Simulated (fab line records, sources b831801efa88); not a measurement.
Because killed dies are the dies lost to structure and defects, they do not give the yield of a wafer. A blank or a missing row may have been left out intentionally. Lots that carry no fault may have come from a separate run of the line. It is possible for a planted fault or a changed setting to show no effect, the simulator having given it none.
Struck lot and sound lot, side by side / flow sfqLine / 14 steps out of a route of 325
Sound: these wafers, L545.3, L545.4, L545.5. Struck: wafers L552.3, L552.4, L552.6. The cause is named last.
Per side, at each step with rows, come the tool, then ch with its chambers, and then its first start. Under that, the readings that differ: sound wafers / struck wafers / difference of the means / sigmas: that difference in standard deviations of wafers without a fault.
alike: readings with means less than 2 such deviations apart, plus words and numbers identical on both sides. not compared: withheld readings, readings lacking a value on some wafer, bounds such as >300 that could conceal the same value, and numbers that have no deviation in the record and whose values overlap.
A row with sigmas, a row that says differs or no value, or rows on one side alone: a step with any of these is where the two part. Non-overlapping numbers with no deviation appear without sigmas and do not part them. A reading that every wafer of one side lacks parts them only if that side has two wafers or more.

SFQ_INCOMING_BOW_MEAS_900:
  struck on filmMetro-02, day 2 21:02; sound on filmMetro-03, day 1 10:02
  alike: INCOMING_BOW
then, 1 step without rows for these wafers: SFQ_TRILAYER_INCOMING_OXIDATION_002 (target thk 500 nm, ox time 4939 s).
SFQ_TRILAYER_L0_DEP_SPUTTER_003: material MoNx KI, target thk 40 nm, time 100 s.
  struck on pvdSputter-04, day 2 23:29; sound on pvdSputter-04, day 1 12:29
  alike: throttleValvePct
SFQ_L0_RS_MEAS_901: uses a four-point probe to measure.
  struck on filmMetro-02, day 2 23:36; sound on filmMetro-02, day 1 12:36
reading=L0_MONX_KI_RS (ohm/sq); sound=42.8 43.0 42.9; struck=44.2 44.1 44.1; difference=+1.2; sigmas=+2
SFQ_L0_THK_MEAS_902: measures by xrf.
  struck on filmMetro-02, day 2 23:42; sound on filmMetro-02, day 1 12:42
reading=L0_MONX_KI_THK (nm); sound=40.6 40.7 40.9; struck=39.6 39.7 39.9; difference=-1.0; sigmas=-2
then, 6 steps without rows for these wafers: SFQ_TRILAYER_L0_LITHO_COAT_010 (resist thk 62 nm); SFQ_TRILAYER_L0_LITHO_COAT_005 (resist thk 600 nm); SFQ_TRILAYER_L0_LITHO_SOFTBAKE_009; SFQ_TRILAYER_L0_LITHO_EXPOSE_006 (exposes mask L0, target cd 2000 nm); SFQ_TRILAYER_L0_LITHO_PEB_008 (peb time 60 s); SFQ_TRILAYER_L0_LITHO_DEVELOP_007 (time 60 s).
-- the record jumps here: 3 days lie between the struck wafers' starts before and after --
SFQ_TRILAYER_L0_BARC_OPEN_METAL_ETCH_010: etches BARC in O2, target depth 125 nm, time 41.7 s.
  sound on rieMetal-03 ch 0,1, day 4 04:59; struck on rieMetal-04 ch 0,1, day 6 03:26
reading=oesProductAu (a.u.); sound=0.685 0.685 0.683; struck=0.809 0.818 0.825; difference=+0.133; sigmas=+28
reading=runLengthS (s); sound=69.8 69.6 69.0; struck=60.1 60.1 60.0; difference=-9.4; sigmas=-10
reading=timeS (s); sound=41.7 41.7 41.7; struck=29.19 29.19 29.19; difference=-12.51; sigmas=
reading=model.KrF_of_TRILAYER_L0_LITHO_COAT_005.thkNm (nm); sound=525 526.1 526.1; struck=542.1 540.8 541; difference=+15.6; sigmas=
  alike: drypumpMotorCurrentA
  not compared: rfHoursCounterH
SFQ_TRILAYER_L0_ETCH_METAL_ETCH_008: etches MoNx KI in SF6/O2, stops on SiO2, target depth 50 nm, time 25 s.
  sound on rieMetal-03 ch 0,1, day 4 05:03; struck on rieMetal-04 ch 0,1, day 6 03:29
reading=model.KrF_of_TRILAYER_L0_LITHO_COAT_005.thkNm (nm); sound=482.8 484.5 484.4; struck=499.9 498.5 498.5; difference=+15.1; sigmas=
  alike: drypumpMotorCurrentA, oesProductAu, runLengthS, timeS
  not compared: rfHoursCounterH
SFQ_TRILAYER_L0_STRIP_STRIP_009: strips in O2.
  sound on rieMetal-03 ch 0,1, day 4 05:17; struck on rieMetal-04 ch 0,1, day 6 03:43
  alike: drypumpMotorCurrentA, oesProductAu
  not compared: rfHoursCounterH

== WHERE THEY PART ==
At SFQ_L0_RS_MEAS_901 first; at SFQ_TRILAYER_L0_BARC_OPEN_METAL_ETCH_010 last (within this record only). Later steps at which nothing parts them and some readings are alike: SFQ_TRILAYER_L0_ETCH_METAL_ETCH_008, SFQ_TRILAYER_L0_STRIP_STRIP_009.

WHY: what had been put in by the simulator
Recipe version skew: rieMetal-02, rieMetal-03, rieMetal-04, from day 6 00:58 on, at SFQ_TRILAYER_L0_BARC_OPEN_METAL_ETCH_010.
